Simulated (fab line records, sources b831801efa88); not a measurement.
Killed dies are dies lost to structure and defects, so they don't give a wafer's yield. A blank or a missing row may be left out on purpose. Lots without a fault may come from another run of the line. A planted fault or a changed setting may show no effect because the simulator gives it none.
fab line records | flow sfq_line
record lots=14 wafers=42 last_day=87
route steps=325 shown M4@161 I4@163 JJ@180
lots that met no fault: from a run of the same line without faults
start_h: hours from the record's first day to the start of the lot's first wafer shown | wait_h: hours since the lot's step before | " the same as in the row above | L1.1+2: a row that stands for several wafers | - no value, or no start given | * or withheld: withheld | < > ~ a bound
route shown NAME@n: a module of which the file shows steps, and the number in the route of the first | usual: mean/standard deviation of fault-free wafers | same: alike in all rows | chamber/n: place in a boat | sites: the reading at each site | _std_site: their standard deviation | _edge_site: outer sites' mean less inner sites' | radius_mm: how far each site lies from the wafer's centre | mask NAME#n: copy n | behind: the tool/chamber that last shaped the wafer | hold: why the lot was held/for how many hours/how that ended | device: the transistor (n, p or np) that didn't switch | end of line: the same wafers' tests at the end of the route | a step without rows: its recipe alone | killed: dies lost to structure and defects at the first sort, not the wafer's yield | map: a wafer's dies, x killed, . not, _ none there
set.NAME: the setting as run; set.NAME@STEP: as run at that earlier step | model.NAME: the simulator's own value behind a step, which no gauge read
steps of the route over a sample of lots; a table a step, a row a wafer
services: from which hour (start_h, from the record's first day; less than 0 if before it) a tool's chamber was out of use, for how many hours, and why
## steps
# step SFQ_TRILAYER_M4_STRIP_STRIP_097
# recipe gas=O2 power_w=200 platen_temp_c=40 overash_fraction=0.65 chemistry=O2 pressure_mtorr=50
# usual drypump_motor_current_A=5.4/0.48 oes_product_au=0.996/0.0071
# columns lot.wafer tool chamber start_h wait_h drypump_motor_current_A oes_product_au rf_hours_counter_h
L305.1 rie_metal-04 1 869.74 0.1 5.4 0.987 139
L305.3 " 0 " " 4.9 1.001 -
L305.6 " 1 " " 5.4 1.004 -
L308.2 rie_metal-04 1 963.47 0.1 5.5 1.007 152
L308.5 " 0 " " 4.9 0.995 -
L308.6 " 1 " " 5.5 0.985 -
L309.3 rie_metal-01 0 966.07 0.2 5.3 0.992 -
L309.4 " 1 " " 5.4 0.997 -
L309.6 " 1 " " 5.4 0.998 -
L310.1 rie_metal-01 1 975.47 0.1 5.4 0.992 156
L310.2 " 0 " " 5.3 0.989 39
L310.3 " 0 " " 5.4 0.992 -
L314.3 rie_metal-01 1 1064.44 0.2 5.4 0.998 -
L314.4 " 0 " " 5.3 1.003 -
L314.6 " 0 " " 5.3 0.989 -
L315.2 rie_metal-03 0 1065.44 0.1 5.1 0.992 4
L315.3 " 0 " " 5.1 0.986 -
L315.6 " 1 " " 6.4 1.005 -
L317.1 rie_metal-04 1 1071.44 0.1 5.5 0.991 3
L317.3 " 1 " " 5.5 0.993 -
L317.4 " 0 " " 4.9 0.990 -
L318.1 rie_metal-01 1 1072.64 0.1 5.4 0.994 4
L318.3 " 1 " " 5.4 0.993 -
L318.5 " 0 " " 5.4 0.998 -
L320.1 rie_metal-01 0 1076.24 0.1 5.4 0.998 55
L320.2 " 1 " " 5.4 1.004 4
L320.3 " 1 " " 5.4 0.996 -
L321.1 rie_metal-04 1 1078.64 0.1 5.5 0.985 4
L321.3 " 0 " " 4.9 0.987 -
L321.6 " 0 " " 4.9 0.997 -
L324.1 rie_metal-03 1 1085.84 0.1 6.4 0.999 131
L324.4 " 1 " " 6.4 0.996 -
L324.5 " 1 " " 6.4 0.993 -
L325.1 rie_metal-04 0 1088.24 0.1 4.9 0.994 71
L325.3 " 0 " " 4.9 0.995 -
L325.6 " 0 " " 4.9 1.001 -
L326.3 rie_metal-04 1 1093.24 0.2 5.5 1.003 -
L326.4 " 0 " " 4.9 1.002 -
L326.5 " 0 " " 4.9 1.008 -
L327.1 rie_metal-01 0 1094.24 0.1 5.4 1.005 57
L327.2 " 1 " " 5.4 1.003 6
L327.3 " 0 " " 5.4 1.002 -
# step SFQ_TRILAYER_I4_DEP_PECVD_099
# recipe material=SiO2 temp_c=150 time_s=111.11 pressure_torr=2.4 rf_w=183.3 precursor=SiH4/N2O target_thk_nm=500
# usual heater_power_w=89/21 throttle_valve_pct=24.2/1.2
# columns lot.wafer tool chamber start_h wait_h heater_power_w throttle_valve_pct
L305.1 pecvd-01 2 870.52 0.0 64 25.8
L305.3 " 1 " " 85 23.3
L305.6 " 0 " " 93 24.4
L308.2 pecvd-02 2 964.42 0.0 74 24.4
L308.5 " 0 " " 82 24.6
L308.6 " 1 " " 82 22.3
L309.3 pecvd-02 0 966.66 0.0 72 24.7
L309.4 " 0 " " 77 24.5
L309.6 " 1 " " 83 22.1
L310.1 pecvd-04 2 976.24 0.0 141 23.4
L310.2 " 1 " " 89 23.4
L310.3 " 2 " " 142 23.3
L314.3 pecvd-02 2 1065.01 0.0 73 24.9
L314.4 " 1 " " 81 22.3
L314.6 " 0 " " 82 25.2
L315.2 pecvd-01 0 1066.21 0.0 90 24.8
L315.3 " 2 " " 64 26.7
L315.6 " 1 " " 80 23.7
L317.1 pecvd-01 0 1072.21 0.0 82 24.8
L317.3 " 2 " " 75 26.4
L317.4 " 2 " " 75 26.8
L318.1 pecvd-02 2 1073.43 0.0 80 24.8
L318.3 " 0 " " 83 24.8
L318.5 " 1 " " 77 22.3
L320.1 pecvd-01 1 1077.01 0.0 91 23.9
L320.2 " 0 " " 84 24.8
L320.3 " 2 " " 72 26.9
L321.1 pecvd-04 2 1079.41 0.0 138 23.5
L321.3 " 1 " " 83 23.6
L321.6 " 2 " " 143 23.3
L324.1 pecvd-04 2 1086.61 0.0 136 23.3
L324.4 " 0 " " 97 24.0
L324.5 " 1 " " 78 23.6
L325.1 pecvd-01 1 1089.01 0.0 89 23.6
L325.3 " 0 " " 91 24.7
L325.6 " 2 " " 75 26.8
L326.3 pecvd-02 0 1093.81 0.0 76 24.9
L326.4 " 0 " " 78 25.2
L326.5 " 2 " " 80 24.8
L327.1 pecvd-04 1 1095.03 0.0 93 23.5
L327.2 " 0 " " 89 23.8
L327.3 " 2 " " 146 23.3
# step SFQ_TRILAYER_JJ_TRILAYER_DEP_SPUTTER_110
# recipe material=Al base_pressure_pa=1.33e-06 target_thk_nm=8 power_w=500 time_s=10 chamber_pressure_pa=0.4
# usual throttle_valve_pct=30.0/1.1
# columns lot.wafer tool chamber start_h wait_h throttle_valve_pct
L305.1 pvd_sputter-06 - 1036.96 0.0 29.1
L305.3 " - " " 30.9
L305.6 " - " " 30.8
L308.2 pvd_sputter-06 - 1116.23 0.0 29.1
L308.5 " - " " 28.9
L308.6 " - " " 31.4
L309.3 pvd_sputter-05 - 1121.03 0.0 29.4
L309.4 " - " " 30.5
L309.6 " - " " 29.3
L310.1 pvd_sputter-06 - 1125.83 0.0 31.5
L310.2 " - " " 30.8
L310.3 " - " " 29.2
L314.3 pvd_sputter-06 - 1188.32 0.0 30.9
L314.4 " - " " 31.5
L314.6 " - " " 29.1
L315.2 pvd_sputter-03 - 1188.75 0.0 27.9
L315.3 " - " " 30.2
L315.6 " - " " 31.4
L317.1 pvd_sputter-03 - 1194.65 0.0 31.6
L317.3 " - " " 27.7
L317.4 " - " " 30.6
L318.1 pvd_sputter-06 - 1195.85 0.0 30.7
L318.3 " - " " 29.3
L318.5 " - " " 29.2
L320.1 pvd_sputter-03 - 1200.65 0.0 30.4
L320.2 " - " " 28.0
L320.3 " - " " 31.5
L321.1 pvd_sputter-05 - 1203.07 0.0 31.1
L321.3 " - " " 30.2
L321.6 " - " " 29.5
L324.1 pvd_sputter-03 - 1207.85 0.0 31.7
L324.4 " - " " 28.0
L324.5 " - " " 30.3
L325.1 pvd_sputter-05 - 1209.05 0.0 31.3
L325.3 " - " " 29.3
L325.6 " - " " 31.4
L326.3 pvd_sputter-03 - 1211.45 0.0 30.7
L326.4 " - " " 31.9
L326.5 " - " " 28.7
L327.1 pvd_sputter-05 - 1212.65 0.0 30.5
L327.2 " - " " 29.6
L327.3 " - " " 30.1
# step SFQ_TRILAYER_JJ_CE_LITHO_PEB_117
# recipe peb_temp_c=115 peb_time_s=60 resist=KrF
# usual heater_power_total_W=79.16/0.059 plate_temp_C=115.05/0.16
# columns lot.wafer tool chamber start_h wait_h heater_power_total_W plate_temp_C
L305.1 litho_track-01 0 1164.07 1.0 79.19 114.67
L305.3 " 0 " " 79.21 115.01
L305.6 " 0 " " 79.08 114.82
L308.2 litho_track-04 0 1241.44 0.8 79.08 115.19
L308.5 " 0 " " 79.20 114.98
L308.6 " 0 " " 79.18 114.90
L309.3 litho_track-04 0 1251.06 0.7 79.20 115.03
L309.4 " 0 " " 79.09 115.03
L309.6 " 0 " " 79.14 115.11
L310.1 litho_track-04 0 1259.41 1.0 79.16 115.24
L310.2 " 0 " " 79.20 115.14
L310.3 " 0 " " 79.14 115.17
L314.3 litho_track-01 0 1314.66 0.7 79.03 115.45
L314.4 " 0 " " 79.16 115.00
L314.6 " 0 " " 79.13 115.18
L315.2 litho_track-04 0 1315.84 0.8 79.19 114.79
L315.3 " 0 " " 79.15 114.93
L315.6 " 0 " " 79.22 115.02
L317.1 litho_track-01 0 1323.01 1.0 79.23 115.01
L317.3 " 0 " " 79.23 114.93
L317.4 " 0 " " 79.03 115.09
L318.1 litho_track-04 0 1324.21 1.0 79.09 115.18
L318.3 " 0 " " 79.15 115.02
L318.5 " 0 " " 79.13 115.06
L320.1 litho_track-04 0 1331.41 1.0 76.06 111.64
L320.2 " 0 " " 76.12 111.42
L320.3 " 0 " " 75.97 111.72
L321.1 litho_track-04 0 1335.01 1.0 76.03 111.86
L321.3 " 0 " " 76.08 111.75
L321.6 " 0 " " 76.07 111.60
L324.1 litho_track-03 0 1342.34 1.0 79.11 115.00
L324.4 " 0 " " 79.17 115.21
L324.5 " 0 " " 79.22 115.24
L325.1 litho_track-03 0 1344.74 1.0 79.20 114.75
L325.3 " 0 " " 79.22 114.91
L325.6 " 0 " " 79.18 114.98
L326.3 litho_track-01 0 1347.19 0.7 79.20 115.13
L326.4 " 0 " " 79.07 115.02
L326.5 " 0 " " 79.32 115.07
L327.1 litho_track-01 0 1349.54 1.0 79.09 115.10
L327.2 " 0 " " 79.19 115.14
L327.3 " 0 " " 79.14 115.27
# step SFQ_TRILAYER_JJ_CE_METRO_MEASURE_117
# usual cd_nm=699.6/1.2
# columns lot.wafer tool chamber start_h wait_h cd_nm
L305.1 cd_sem-01 - 1164.40 0.0 701.7
L305.3 " - " " 701.6
L305.6 " - " " 701.8
L308.2 cd_sem-02 - 1241.95 0.2 698.3
L308.5 " - " " 698.3
L308.6 " - " " 698.2
L309.3 cd_sem-01 - 1251.75 0.4 701.4
L309.4 " - " " 700.4
L309.6 " - " " 703.0
L310.1 cd_sem-02 - 1259.75 0.0 698.0
L310.2 " - " " 696.3
L310.3 " - " " 698.1
L314.3 cd_sem-02 - 1315.35 0.4 699.0
L314.4 " - " " 697.9
L314.6 " - " " 698.7
L315.2 cd_sem-02 - 1316.35 0.2 699.3
L315.3 " - " " 698.7
L315.6 " - " " 699.5
L317.1 cd_sem-02 - 1323.35 0.0 700.5
L317.3 " - " " 702.2
L317.4 " - " " 702.8
L318.1 cd_sem-01 - 1324.55 0.0 697.8
L318.3 " - " " 698.2
L318.5 " - " " 698.4
L320.1 cd_sem-01 - 1331.75 0.0 769.8
L320.2 " - " " 769.3
L320.3 " - " " 769.1
L321.1 cd_sem-02 - 1335.35 0.0 771.0
L321.3 " - " " 770.6
L321.6 " - " " 770.1
L324.1 cd_sem-01 - 1342.67 0.0 701.4
L324.4 " - " " 700.0
L324.5 " - " " 700.1
L325.1 cd_sem-02 - 1345.07 0.0 699.1
L325.3 " - " " 699.0
L325.6 " - " " 698.7
L326.3 cd_sem-01 - 1347.87 0.4 700.6
L326.4 " - " " 701.2
L326.5 " - " " 701.4
L327.1 cd_sem-02 - 1349.87 0.0 699.6
L327.2 " - " " 698.9
L327.3 " - " " 700.3
## services
# columns tool chamber start_h hours kind
cd_sem-02 - 873.10 0.4 pm
cd_sem-01 - 874.61 0.3 pm
cd_sem-01 - 893.15 0.9 pm
rie_metal-01 0 926.30 4.1 repair
cd_sem-01 - 953.90 1.6 pm
cd_sem-02 - 966.36 0.7 pm
cd_sem-01 - 971.15 1.1 pm
cd_sem-02 - 989.69 2.7 pm
cd_sem-02 - 998.83 0.4 pm
cd_sem-01 - 1006.88 0.8 repair
cd_sem-02 - 1026.51 0.5 pm
cd_sem-02 - 1029.79 7.0 repair
cd_sem-02 - 1050.01 1.5 repair
cd_sem-02 - 1057.10 0.3 pm
cd_sem-01 - 1058.61 2.1 pm
cd_sem-01 - 1077.15 1.5 pm
cd_sem-02 - 1107.08 3.2 repair
rie_metal-01 - 1123.86 2.8 pm
cd_sem-01 - 1155.15 1.3 pm
cd_sem-02 - 1178.17 1.2 repair
cd_sem-02 - 1182.83 1.8 pm
cd_sem-02 - 1210.51 0.8 pm
cd_sem-02 - 1236.36 0.8 pm
cd_sem-02 - 1241.10 0.6 pm
## key
first_sign step=SFQ_TRILAYER_JJ_CE_LITHO_PEB_117 reading=heater_power_total_W direction=down sigmas=52 usual=79.16 struck=76.05
effect step=SFQ_TRILAYER_JJ_CE_LITHO_PEB_117 reading=plate_temp_C direction=down sigmas=22 usual=* struck=*
effect step=SFQ_TRILAYER_JJ_CE_METRO_MEASURE_117 reading=cd_nm direction=up sigmas=57 usual=699.6 struck=770.0
met_at SFQ_TRILAYER_JJ_CE_LITHO_PEB_117
struck_lots L320,L321
not_acting_at SFQ_TRILAYER_M4_STRIP_STRIP_097,SFQ_TRILAYER_I4_DEP_PECVD_099,SFQ_TRILAYER_JJ_TRILAYER_DEP_SPUTTER_110
onset_between 1324.21 1331.41
fault kind=process_parameter_drift tool=litho_track-04 chamber=- onset_h=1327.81 steps=SFQ_TRILAYER_JJ_CE_LITHO_PEB_117 channel=peb_temp_c offset=* shape=step end_h=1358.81 acts_in=* stated=*
